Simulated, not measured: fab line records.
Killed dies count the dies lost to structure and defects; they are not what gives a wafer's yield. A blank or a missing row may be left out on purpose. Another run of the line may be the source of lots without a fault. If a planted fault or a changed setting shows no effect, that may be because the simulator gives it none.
fab line records	flow sky130
record: lots: 12	wafers: 36	last-day: 50
route steps=708 shown POLY_GATE@232 LDD_N@252 LDD_HVN@276 PAD_OPEN@708
lots with no fault: from the same line, run without faults
start-h: the number of hours between the record's first day and the start of the first shown wafer of the lot	wait-h: how many hours have passed since the lot's step before this one	" as in the row above	L1.1+2: several wafers, shown together as one row	- no value present, or no start provided	* or withheld: withheld	< > ~ a bound
route shown NAME@n: names a module that has steps shown in the file, with the first one's number in the route	usual: the fault-free wafers' mean and standard deviation	same: alike in all rows	chamber/n: place in a boat	sites: each site's reading	_std_site: standard deviation across them	_edge_site: the outer-site mean with the inner-site mean subtracted	radius-mm: for every site, how far away it sits from the centre of the wafer	mask NAME#n: copy n	behind: tool/chamber where the wafer was last shaped	hold: why the lot went on hold/how many hours it stayed there/how the hold came to an end	device: which transistor (n, p or np) failed to switch	end of line: tests of these same wafers at the route's end	for a step that has no rows: nothing shown but its recipe	killed: dies that structure and defects cost at the first sort, which is not the same as the wafer's yield	map: the dies of a wafer, with x for killed, . for not killed, _ for no die there
set.NAME: the setting as run; set.NAME@STEP: as run at that earlier step	model.NAME: the simulator's own value behind a step, which no gauge read
the route's steps for a sample of lots (tables are steps, rows are wafers)
services: from which hour (start-h, from the record's first day; less than 0 if before it) a tool's chamber was out of use, for how many hours, and why
== steps ==
step: SKY_POLY_GATE_STRIP_18
recipe: chemistry: O2/N2	power-w: 1400	pressure-mtorr: 1500	platen-temp-c: withheld	o2-flow-sccm: 3000	n2-flow-sccm: 300	overash-fraction: 0.5
usual: drypump-motor-current-A: 5.9/0.5	oes-product-au: 0.360/0.0042	strip-time-to-endpoint-s: 3.146/0.026
lot.wafer	tool	chamber	start-h	wait-h	drypump-motor-current-A	oes-product-au	rf-hours-counter-h	strip-time-to-endpoint-s
L103.4	plasma-asher-01	1	379.65	0.1	6.5	0.363	-	3.132
L103.5	"	1	"	"	6.4	0.361	-	3.112
L103.6	"	0	"	"	5.5	0.365	-	3.157
L104.4	plasma-asher-02	1	380.59	0.1	6.4	0.363	-	3.176
L104.5	"	1	"	"	6.4	0.353	-	3.177
L104.6	"	0	"	"	5.4	0.359	-	3.149
L107.1	plasma-asher-02	1	396.57	0.0	6.4	0.362	70	3.179
L107.2	"	0	"	"	5.4	0.363	70	3.168
L107.4	"	0	"	"	5.5	0.361	-	3.131
L109.3	plasma-asher-04	1	419.04	0.1	5.1	0.365	-	3.151
L109.4	"	0	"	"	6.2	0.361	-	3.119
L109.5	"	1	"	"	5.1	0.361	-	3.109
L110.1	plasma-asher-01	1	430.58	0.0	6.4	0.358	32	3.162
L110.2	"	0	"	"	5.5	0.361	32	3.098
L110.6	"	1	"	"	6.4	0.356	-	3.110
L112.2	plasma-asher-02	1	447.97	0.0	6.4	0.351	75	3.189
L112.3	"	0	"	"	5.4	0.356	-	3.148
L112.6	"	0	"	"	5.4	0.359	-	3.154
L113.1	plasma-asher-01	1	450.87	0.0	6.4	0.360	34	3.137
L113.3	"	0	"	"	5.5	0.355	-	3.113
L113.6	"	0	"	"	5.5	0.358	-	3.160
L119.1	plasma-asher-01	1	523.96	0.0	6.4	0.358	42	3.149
L119.5	"	1	"	"	6.4	0.359	-	3.184
L119.6	"	0	"	"	5.5	0.362	-	3.171
L120.1	plasma-asher-04	0	530.53	0.0	6.2	0.362	11	3.152
L120.2	"	1	"	"	5.1	0.362	11	3.124
L120.5	"	0	"	"	6.2	0.358	-	3.110
L122.1	plasma-asher-04	1	540.38	0.0	5.1	0.360	12	3.128
L122.4	"	1	"	"	5.1	0.357	-	3.178
L122.5	"	1	"	"	5.1	0.351	-	3.145
L124.1	plasma-asher-01	0	576.31	0.0	5.5	0.360	48	3.143
L124.4	"	1	"	"	6.4	0.358	-	3.149
L124.5	"	1	"	"	6.4	0.364	-	3.172
L125.3	plasma-asher-04	0	576.99	0.1	6.2	0.356	-	3.160
L125.4	"	1	"	"	5.1	0.358	-	3.167
L125.5	"	1	"	"	5.1	0.362	-	3.170
step: SKY_LDD_N_IMPLANT_15
recipe: species: BF2	energy-kev: 50	dose-cm2: 5e+12	tilt-deg: 30	rotation-deg: 270
usual: dose-ions-cm2: 5e+12/4.9e+09	end-station-pressure-torr: 5e-06/2.5e-07
lot.wafer	tool	chamber	start-h	wait-h	dose-ions-cm2	end-station-pressure-torr
L103.4	implanter-01	0	411.48	0.1	4.999e+12	5.19e-06
L103.5	"	0	"	"	4.993e+12	4.86e-06
L103.6	"	0	"	"	5e+12	4.9e-06
L104.4	implanter-03	0	411.99	0.1	4.999e+12	4.92e-06
L104.5	"	0	"	"	4.995e+12	5.23e-06
L104.6	"	0	"	"	5.001e+12	4.79e-06
L107.1	implanter-01	0	430.45	0.1	5.003e+12	5e-06
L107.2	"	0	"	"	5.012e+12	5.37e-06
L107.4	"	0	"	"	5.003e+12	5.3e-06
L109.3	implanter-03	0	453.11	0.1	5.004e+12	4.99e-06
L109.4	"	0	"	"	5.002e+12	4.42e-06
L109.5	"	0	"	"	5.006e+12	4.81e-06
L110.1	implanter-03	0	465.80	0.1	5.211e+12	5.32e-06
L110.2	"	0	"	"	5.22e+12	5.45e-06
L110.6	"	0	"	"	5.211e+12	5.14e-06
L112.2	implanter-01	0	481.11	0.1	4.997e+12	5.14e-06
L112.3	"	0	"	"	4.999e+12	4.85e-06
L112.6	"	0	"	"	5.003e+12	5.01e-06
L113.1	implanter-03	0	484.04	0.1	5.213e+12	4.93e-06
L113.3	"	0	"	"	5.209e+12	5.13e-06
L113.6	"	0	"	"	5.216e+12	5.05e-06
L119.1	implanter-03	0	555.91	0.1	5.004e+12	4.75e-06
L119.5	"	0	"	"	4.999e+12	5.14e-06
L119.6	"	0	"	"	5.001e+12	5.31e-06
L120.1	implanter-03	0	563.20	0.1	5.006e+12	5.37e-06
L120.2	"	0	"	"	4.996e+12	4.98e-06
L120.5	"	0	"	"	4.999e+12	4.86e-06
L122.1	implanter-03	0	572.26	0.1	4.994e+12	5.23e-06
L122.4	"	0	"	"	4.991e+12	4.71e-06
L122.5	"	0	"	"	4.992e+12	5.08e-06
L124.1	implanter-03	0	608.19	0.1	5.007e+12	5.18e-06
L124.4	"	0	"	"	4.999e+12	5.12e-06
L124.5	"	0	"	"	5.004e+12	5.05e-06
L125.3	implanter-02	0	618.25	0.1	4.998e+12	5.15e-06
L125.4	"	0	"	"	4.989e+12	4.52e-06
L125.5	"	0	"	"	5.004e+12	4.95e-06
step: SKY_LDD_N_TW_MEAS_17
usual: LDD_N_TW: 2570/18
lot.wafer	tool	chamber	start-h	wait-h	LDD_N_TW
L103.4	film-metro-01	-	411.68	0.1	2576
L103.5	"	-	"	"	2569
L103.6	"	-	"	"	2569
L104.4	film-metro-02	-	412.19	0.1	2553
L104.5	"	-	"	"	2570
L104.6	"	-	"	"	2571
L107.1	film-metro-03	-	430.70	0.1	2597
L107.2	"	-	"	"	2603
L107.4	"	-	"	"	2573
L109.3	film-metro-01	-	453.33	0.1	2597
L109.4	"	-	"	"	2586
L109.5	"	-	"	"	2591
L110.1	film-metro-03	-	466.05	0.1	2599
L110.2	"	-	"	"	2585
L110.6	"	-	"	"	2589
L112.2	film-metro-02	-	481.35	0.1	2556
L112.3	"	-	"	"	2544
L112.6	"	-	"	"	2556
L113.1	film-metro-03	-	484.29	0.1	2571
L113.3	"	-	"	"	2567
L113.6	"	-	"	"	2585
L119.1	film-metro-02	-	556.16	0.1	2526
L119.5	"	-	"	"	2539
L119.6	"	-	"	"	2542
L120.1	film-metro-01	-	563.45	0.1	2579
L120.2	"	-	"	"	2565
L120.5	"	-	"	"	2587
L122.1	film-metro-01	-	572.51	0.1	2582
L122.4	"	-	"	"	2587
L122.5	"	-	"	"	2572
L124.1	film-metro-03	-	608.44	0.1	2572
L124.4	"	-	"	"	2569
L124.5	"	-	"	"	2572
L125.3	film-metro-02	-	618.47	0.1	2530
L125.4	"	-	"	"	2535
L125.5	"	-	"	"	2534
step: SKY_LDD_HVN_STRIP_09
recipe: chemistry: O2/N2	power-w: 1400	pressure-mtorr: 1500	platen-temp-c: withheld	o2-flow-sccm: 3000	n2-flow-sccm: 300	overash-fraction: 0.5
usual: drypump-motor-current-A: 5.9/0.52	oes-product-au: 0.408/0.004	strip-time-to-endpoint-s: 4.141/0.015
lot.wafer	tool	chamber	start-h	wait-h	drypump-motor-current-A	oes-product-au	rf-hours-counter-h	strip-time-to-endpoint-s
L103.4	plasma-asher-03	1	472.45	0.1	6.5	0.403	-	4.143
L103.5	"	1	"	"	6.5	0.408	-	4.151
L103.6	"	0	"	"	5.5	0.403	-	4.137
L104.4	plasma-asher-02	1	473.70	0.1	6.5	0.409	-	4.152
L104.5	"	0	"	"	5.4	0.412	-	4.134
L104.6	"	1	"	"	6.4	0.401	-	4.142
L107.1	plasma-asher-04	1	492.02	0.1	5.1	0.410	7	4.152
L107.2	"	0	"	"	6.2	0.406	7	4.150
L107.4	"	0	"	"	6.2	0.406	-	4.149
L109.3	plasma-asher-04	1	515.25	0.1	5.2	0.411	-	4.152
L109.4	"	0	"	"	6.2	0.403	-	4.160
L109.5	"	1	"	"	5.1	0.401	-	4.153
L110.1	plasma-asher-03	0	527.19	0.1	5.5	0.409	61	4.155
L110.2	"	1	"	"	6.5	0.407	61	4.155
L110.6	"	1	"	"	6.5	0.402	-	4.148
L112.2	plasma-asher-03	1	542.04	0.1	6.5	0.410	62	4.146
L112.3	"	1	"	"	6.5	0.408	-	4.165
L112.6	"	0	"	"	5.6	0.411	-	4.149
L113.1	plasma-asher-02	0	545.12	0.1	5.4	0.408	85	4.132
L113.3	"	0	"	"	5.4	0.407	-	4.111
L113.6	"	1	"	"	6.5	0.414	-	4.129
L119.1	plasma-asher-04	1	619.15	0.1	5.1	0.407	18	4.144
L119.5	"	1	"	"	5.1	0.414	-	4.151
L119.6	"	0	"	"	6.2	0.409	-	4.146
L120.1	plasma-asher-02	1	622.32	0.1	6.4	0.414	92	4.139
L120.2	"	0	"	"	5.4	0.410	92	4.157
L120.5	"	1	"	"	6.4	0.413	-	4.172
L122.1	plasma-asher-03	1	626.60	0.1	6.5	0.409	72	4.112
L122.4	"	1	"	"	6.5	0.401	-	4.141
L122.5	"	1	"	"	6.5	0.410	-	4.117
L124.1	plasma-asher-03	1	662.04	0.1	6.5	0.408	75	4.169
L124.4	"	1	"	"	6.5	0.403	-	4.125
L124.5	"	0	"	"	5.5	0.410	-	4.149
L125.3	plasma-asher-02	0	675.20	0.1	5.4	0.411	-	4.141
L125.4	"	1	"	"	6.5	0.410	-	4.137
L125.5	"	1	"	"	6.5	0.409	-	4.144
step: SKY_PAD_OPEN_PROBE_99
usual: killed_at_M0_to_M3: 43/5.9	killed_at_M4_up: 3.3/1.9	killed-at-contacts: 24/5.6	killed-at-front-end: 15/4.1	killed-at-other: 0.4/0.66	killed-dies: 86/9	killed-open: 47/6.9	killed-short: 39/6.2
same: gross-dies: 492	killed-at-back-side: 0
lot.wafer	tool	chamber	start-h	wait-h	killed_at_M0_to_M3	killed_at_M4_up	killed-at-contacts	killed-at-front-end	killed-at-other	killed-dies	killed-open	killed-short
L103.4	prober-01	-	1079.50	0.2	51	3	23	9	1	87	45	42
L103.5	prober-01	-	1079.55	0.2	51	3	20	11	0	85	42	42
L103.6	prober-01	-	1079.60	0.2	46	4	28	11	1	90	46	44
L104.4	prober-02	-	1081.85	0.2	40	4	24	10	1	79	39	40
L104.5	prober-02	-	1081.90	0.2	41	4	30	14	0	89	46	42
L104.6	prober-02	-	1081.95	0.2	41	6	23	9	0	79	44	33
L107.1	prober-01	-	1096.53	0.1	44	5	17	14	0	80	44	36
L107.2	prober-01	-	1096.58	0.1	44	2	32	10	0	88	48	40
L107.4	prober-01	-	1096.68	0.2	41	4	27	19	0	91	55	36
L109.3	prober-01	-	1105.90	0.2	41	5	32	11	1	90	40	49
L109.4	prober-01	-	1105.95	0.2	33	7	26	19	1	86	45	41
L109.5	prober-01	-	1106.00	0.2	42	1	33	12	0	88	45	42
L110.1	prober-02	-	1107.57	0.1	36	0	31	18	1	86	54	31
L110.2	prober-02	-	1107.62	0.1	45	5	23	21	0	94	43	49
L110.6	prober-02	-	1107.82	0.2	47	2	27	13	0	89	56	32
L112.2	prober-02	-	1123.36	0.1	50	3	31	22	0	106	54	52
L112.3	prober-02	-	1123.41	0.2	47	2	17	12	0	78	38	40
L112.6	prober-02	-	1123.56	0.2	44	1	18	14	0	77	37	40
L113.1	prober-01	-	1126.04	0.1	45	3	16	17	2	83	43	40
L113.3	prober-01	-	1126.14	0.2	42	5	23	12	0	82	47	35
L113.6	prober-01	-	1126.29	0.2	48	2	19	8	0	77	39	38
L119.1	prober-01	-	1167.87	0.1	45	2	28	15	1	91	55	36
L119.5	prober-01	-	1168.07	0.2	47	5	21	20	0	93	46	47
L119.6	prober-01	-	1168.12	0.2	42	3	41	9	0	95	45	49
L120.1	prober-02	-	1176.68	0.1	34	2	20	12	1	69	41	24
L120.2	prober-02	-	1176.73	0.1	38	8	21	16	0	83	45	36
L120.5	prober-02	-	1176.88	0.2	39	2	25	12	1	79	42	37
L122.1	prober-01	-	1177.67	0.1	46	1	20	15	0	82	38	44
L122.4	prober-01	-	1177.82	0.2	33	2	26	12	2	75	43	32
L122.5	prober-01	-	1177.87	0.2	54	3	30	17	0	104	52	52
L124.1	prober-02	-	1199.21	0.1	38	3	23	13	0	77	51	26
L124.4	prober-02	-	1199.36	0.2	48	3	28	17	0	96	52	43
L124.5	prober-02	-	1199.41	0.2	51	0	30	20	0	101	67	34
L125.3	prober-01	-	1203.07	0.2	40	5	21	13	0	79	48	30
L125.4	prober-01	-	1203.12	0.2	41	7	16	18	0	82	50	30
L125.5	prober-01	-	1203.17	0.2	45	3	18	12	0	78	43	35
killed by level:class
L103.4 VIA2:geometric-particle:open=12 VIA1:geometric-particle:open=8 VIA3:geometric-particle:open=8 LI_CONTACT:geometric-particle:short=6 METAL1:geometric-particle:short=6 CONTACT:geometric-particle:open=5 POLY_GATE:geometric-particle:open=4 VIA1:geometric-particle:short=4
L103.5 VIA1:geometric-particle:open=10 METAL2:geometric-particle:short=7 VIA3:geometric-particle:open=7 METAL1:geometric-particle:short=6 VIA2:geometric-particle:open=6 VIA3:geometric-particle:short=6 LI_CONTACT:geometric-particle:open=5 LOCAL_INTERCONNECT:geometric-particle:short=5
L103.6 VIA1:geometric-particle:open=12 LI_CONTACT:geometric-particle:open=10 METAL2:geometric-particle:short=8 VIA1:geometric-particle:short=7 CONTACT:geometric-particle:short=7 VIA2:geometric-particle:open=7 CONTACT:geometric-particle:open=6 POLY_GATE:geometric-particle:short=4
L104.4 CONTACT:geometric-particle:open=13 LOCAL_INTERCONNECT:geometric-particle:short=7 VIA1:geometric-particle:short=7 VIA3:geometric-particle:open=7 VIA2:geometric-particle:open=6 VIA1:geometric-particle:open=5 METAL2:geometric-particle:short=4 VIA2:geometric-particle:short=4
L104.5 CONTACT:geometric-particle:open=9 VIA3:geometric-particle:open=8 LI_CONTACT:geometric-particle:short=6 LI_CONTACT:geometric-particle:open=6 POLY_GATE:geometric-particle:open=5 POLY_GATE:geometric-particle:short=5 METAL1:geometric-particle:short=5 CONTACT:geometric-particle:short=5
L104.6 CONTACT:geometric-particle:open=7 LI_CONTACT:geometric-particle:open=7 VIA3:geometric-particle:open=7 VIA1:geometric-particle:open=6 VIA2:geometric-particle:open=6 LOCAL_INTERCONNECT:geometric-particle:short=5 METAL2:geometric-particle:short=4 VIA3:geometric-particle:short=4
L107.1 VIA2:geometric-particle:open=10 VIA1:geometric-particle:open=8 CONTACT:geometric-particle:open=8 VIA2:geometric-particle:short=8 METAL1:geometric-particle:short=5 FIELD_ISO:geometric-particle:short=3 POLY_CUT:geometric-particle:open=3 LI_CONTACT:geometric-particle:short=3
L107.2 CONTACT:geometric-particle:open=13 VIA1:geometric-particle:short=10 VIA1:geometric-particle:open=10 LI_CONTACT:geometric-particle:open=7 VIA2:geometric-particle:open=5 LI_CONTACT:geometric-particle:short=4 METAL1:geometric-particle:short=4 VIA3:geometric-particle:short=4
L107.4 VIA1:geometric-particle:open=13 CONTACT:geometric-particle:open=9 VIA2:geometric-particle:open=8 LI_CONTACT:geometric-particle:open=7 FIELD_ISO:geometric-particle:open=6 LOCAL_INTERCONNECT:geometric-particle:short=6 POLY_GATE:geometric-particle:short=4 METAL1:geometric-particle:short=4
L109.3 CONTACT:geometric-particle:open=10 CONTACT:geometric-particle:short=10 VIA1:geometric-particle:short=7 VIA2:geometric-particle:open=7 METAL2:geometric-particle:short=6 LI_CONTACT:geometric-particle:open=5 LI_CONTACT:geometric-particle:short=5 VIA1:geometric-particle:open=4
L109.4 CONTACT:geometric-particle:open=10 FIELD_ISO:geometric-particle:short=9 VIA1:geometric-particle:open=7 LOCAL_INTERCONNECT:geometric-particle:short=6 METAL4:geometric-particle:short=5 VIA3:geometric-particle:open=5 CONTACT:geometric-particle:short=4 METAL1:geometric-particle:open=4
L109.5 CONTACT:geometric-particle:short=11 CONTACT:geometric-particle:open=9 VIA1:geometric-particle:open=8 LI_CONTACT:geometric-particle:open=7 VIA2:geometric-particle:open=7 FIELD_ISO:geometric-particle:open=5 VIA1:geometric-particle:short=5 METAL2:geometric-particle:short=5
L110.1 LI_CONTACT:geometric-particle:open=10 FIELD_ISO:geometric-particle:open=8 CONTACT:geometric-particle:open=8 VIA1:geometric-particle:open=8 VIA2:geometric-particle:open=8 CONTACT:geometric-particle:short=6 FIELD_ISO:geometric-particle:short=4 LI_CONTACT:geometric-particle:short=4
L110.2 VIA1:geometric-particle:open=8 CONTACT:geometric-particle:open=7 METAL1:geometric-particle:short=7 VIA3:geometric-particle:open=6 LI_CONTACT:geometric-particle:open=6 VIA2:geometric-particle:open=6 METAL2:geometric-particle:short=6 METAL3:geometric-particle:short=6
L110.6 VIA2:geometric-particle:open=12 CONTACT:geometric-particle:open=10 VIA1:geometric-particle:open=9 METAL1:geometric-particle:short=7 LI_CONTACT:geometric-particle:open=6 VIA3:geometric-particle:open=5 LI_CONTACT:geometric-particle:short=4 METAL2:geometric-particle:short=4
L112.2 CONTACT:geometric-particle:open=16 FIELD_ISO:geometric-particle:open=7 METAL1:geometric-particle:short=7 VIA1:geometric-particle:open=7 FIELD_ISO:geometric-particle:short=6 CONTACT:geometric-particle:short=6 VIA2:geometric-particle:short=6 VIA3:geometric-particle:open=6
L112.3 VIA1:geometric-particle:open=11 METAL2:geometric-particle:short=9 CONTACT:geometric-particle:open=9 VIA2:geometric-particle:open=6 METAL3:geometric-particle:short=5 FIELD_ISO:geometric-particle:short=4 POLY_GATE:geometric-particle:open=4 LOCAL_INTERCONNECT:geometric-particle:short=4
L112.6 VIA2:geometric-particle:open=8 METAL2:geometric-particle:short=8 CONTACT:geometric-particle:open=7 VIA1:geometric-particle:open=7 VIA3:geometric-particle:short=7 FIELD_ISO:geometric-particle:open=5 VIA1:geometric-particle:short=5 FIELD_ISO:geometric-particle:short=3
L113.1 VIA1:geometric-particle:open=9 VIA2:geometric-particle:open=8 POLY_GATE:geometric-particle:short=6 CONTACT:geometric-particle:open=6 VIA1:geometric-particle:short=6 METAL2:geometric-particle:short=6 VIA3:geometric-particle:open=5 FIELD_ISO:geometric-particle:open=3
L113.3 VIA2:geometric-particle:open=13 CONTACT:geometric-particle:open=8 VIA1:geometric-particle:open=8 METAL2:geometric-particle:short=6 POLY_GATE:geometric-particle:open=5 LI_CONTACT:geometric-particle:open=5 CONTACT:geometric-particle:short=5 POLY_GATE:geometric-particle:short=3
L113.6 VIA1:geometric-particle:open=11 METAL2:geometric-particle:short=9 CONTACT:geometric-particle:open=7 VIA2:geometric-particle:open=7 LI_CONTACT:geometric-particle:open=6 VIA1:geometric-particle:short=5 POLY_GATE:geometric-particle:short=4 METAL1:geometric-particle:short=4
L119.1 VIA1:geometric-particle:open=14 CONTACT:geometric-particle:open=11 POLY_GATE:geometric-particle:open=8 LI_CONTACT:geometric-particle:open=8 METAL1:geometric-particle:short=7 CONTACT:geometric-particle:short=6 VIA3:geometric-particle:open=6 VIA1:geometric-particle:short=4
L119.5 CONTACT:geometric-particle:open=9 POLY_GATE:geometric-particle:short=7 METAL1:geometric-particle:short=7 POLY_GATE:geometric-particle:open=6 METAL2:geometric-particle:short=6 VIA2:geometric-particle:short=6 LI_CONTACT:geometric-particle:open=5 VIA2:geometric-particle:open=5
L119.6 CONTACT:geometric-particle:short=10 CONTACT:geometric-particle:open=10 VIA1:geometric-particle:open=10 LI_CONTACT:geometric-particle:open=9 VIA2:geometric-particle:open=9 LOCAL_INTERCONNECT:geometric-particle:short=8 VIA1:geometric-particle:short=6 METAL2:geometric-particle:short=5
L120.1 VIA2:geometric-particle:open=8 CONTACT:geometric-particle:open=8 LI_CONTACT:geometric-particle:open=6 VIA1:geometric-particle:open=6 METAL2:geometric-particle:short=6 VIA3:geometric-particle:open=5 FIELD_ISO:geometric-particle:open=4 CONTACT:geometric-particle:short=4
L120.2 VIA2:geometric-particle:open=11 LI_CONTACT:geometric-particle:open=7 VIA1:geometric-particle:short=5 METAL2:geometric-particle:short=5 VIA3:geometric-particle:open=5 METAL4:geometric-particle:short=5 POLY_GATE:geometric-particle:open=4 POLY_GATE:geometric-particle:short=4
L120.5 CONTACT:geometric-particle:open=15 METAL1:geometric-particle:short=10 VIA1:geometric-particle:open=8 METAL2:geometric-particle:short=7 CONTACT:geometric-particle:short=4 VIA2:geometric-particle:open=4 VIA3:geometric-particle:short=4 POLY_GATE:geometric-particle:open=3
L122.1 VIA2:geometric-particle:open=9 CONTACT:geometric-particle:short=8 VIA1:geometric-particle:open=7 FIELD_ISO:geometric-particle:short=5 CONTACT:geometric-particle:open=5 VIA3:geometric-particle:short=5 METAL2:geometric-particle:short=5 VIA2:geometric-particle:short=5
L122.4 CONTACT:geometric-particle:open=12 LI_CONTACT:geometric-particle:open=8 VIA1:geometric-particle:open=7 VIA3:geometric-particle:open=5 FIELD_ISO:geometric-particle:short=4 VIA1:geometric-particle:short=4 VIA3:geometric-particle:short=4 POLY_GATE:geometric-particle:open=3
L122.5 CONTACT:geometric-particle:open=12 VIA2:geometric-particle:open=11 FIELD_ISO:geometric-particle:short=8 LI_CONTACT:geometric-particle:open=8 VIA1:geometric-particle:open=8 VIA3:geometric-particle:open=7 CONTACT:geometric-particle:short=6 METAL1:geometric-particle:short=6
L124.1 CONTACT:geometric-particle:open=16 FIELD_ISO:geometric-particle:open=7 METAL1:geometric-particle:short=7 VIA1:geometric-particle:open=6 VIA2:geometric-particle:open=6 POLY_GATE:geometric-particle:open=5 METAL2:geometric-particle:short=5 LI_CONTACT:geometric-particle:open=4
L124.4 CONTACT:geometric-particle:open=11 FIELD_ISO:geometric-particle:short=10 VIA1:geometric-particle:open=9 LOCAL_INTERCONNECT:geometric-particle:short=8 VIA2:geometric-particle:open=8 VIA3:geometric-particle:open=8 METAL2:geometric-particle:short=7 VIA1:geometric-particle:short=5
L124.5 VIA1:geometric-particle:open=16 LI_CONTACT:geometric-particle:open=11 VIA3:geometric-particle:open=11 CONTACT:geometric-particle:open=9 FIELD_ISO:geometric-particle:open=6 METAL3:geometric-particle:short=6 CONTACT:geometric-particle:short=5 VIA2:geometric-particle:open=5
L125.3 CONTACT:geometric-particle:open=11 VIA1:geometric-particle:open=10 LI_CONTACT:geometric-particle:open=6 VIA2:geometric-particle:open=6 VIA2:geometric-particle:short=6 FIELD_ISO:geometric-particle:open=4 VIA3:geometric-particle:open=4 FIELD_ISO:geometric-particle:short=3
L125.4 VIA1:geometric-particle:open=11 VIA3:geometric-particle:open=8 CONTACT:geometric-particle:open=6 FIELD_ISO:geometric-particle:open=5 LI_CONTACT:geometric-particle:open=5 VIA2:geometric-particle:open=5 FIELD_ISO:geometric-particle:short=4 POLY_GATE:geometric-particle:open=4
L125.5 VIA1:geometric-particle:open=11 CONTACT:geometric-particle:open=7 VIA1:geometric-particle:short=7 VIA2:geometric-particle:open=7 METAL2:geometric-particle:short=6 FIELD_ISO:geometric-particle:open=4 METAL1:geometric-particle:short=3 LI_CONTACT:geometric-particle:open=3
== services ==
tool	chamber	start-h	hours	kind
plasma-asher-02	-	370.82	0.4	repair
plasma-asher-02	-	380.90	2.1	repair
implanter-02	-	407.28	2.4	repair
plasma-asher-04	-	421.25	9.0	pm
plasma-asher-03	-	444.06	14.6	pm
implanter-02	-	450.67	6.6	pm
implanter-02	-	458.69	12.0	repair
plasma-asher-02	-	475.71	2.8	repair
plasma-asher-03	-	480.51	2.8	pm
plasma-asher-04	-	500.80	1.5	repair
implanter-01	-	513.39	2.7	repair
implanter-02	-	523.92	6.8	repair
plasma-asher-02	-	532.22	3.3	repair
plasma-asher-04	-	543.02	10.0	pm
plasma-asher-02	-	550.34	2.8	pm
implanter-02	-	560.87	6.7	repair
plasma-asher-03	-	569.85	1.9	repair
implanter-01	-	583.79	2.1	repair
implanter-03	-	589.15	3.6	pm
implanter-02	-	625.65	4.0	repair
plasma-asher-03	-	635.21	1.6	repair
implanter-01	-	644.64	17.3	pm
implanter-02	-	657.32	4.7	pm
implanter-03	-	658.51	1.2	repair
== key ==
first-sign: step: SKY_LDD_N_IMPLANT_15	reading: dose-ions-cm2	direction: up	sigmas: 44	usual: *	struck: *
effect none on later readings
met-at SKY_LDD_N_IMPLANT_15
struck-lots L110,L113
tester-left-out L110,L113
not-acting-at SKY_POLY_GATE_STRIP_18,SKY_LDD_N_TW_MEAS_17,SKY_LDD_HVN_STRIP_09
onset-between 453.11 465.80
fault: kind: process-parameter-drift	tool: implanter-03	chamber: -	onset-h: 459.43	steps: SKY_LDD_N_IMPLANT_15	channel: dose-cm2	offset: *	shape: step	end-h: 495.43	acts-in: *	stated: *
tester-left-out: of these lots the tester's yield and bins aren't shown, on N5 and GAA mostly nor the transistor test; their killed dies are dies lost to structure and defects alone, not to doping, threshold or leakage, so they don't give the yield
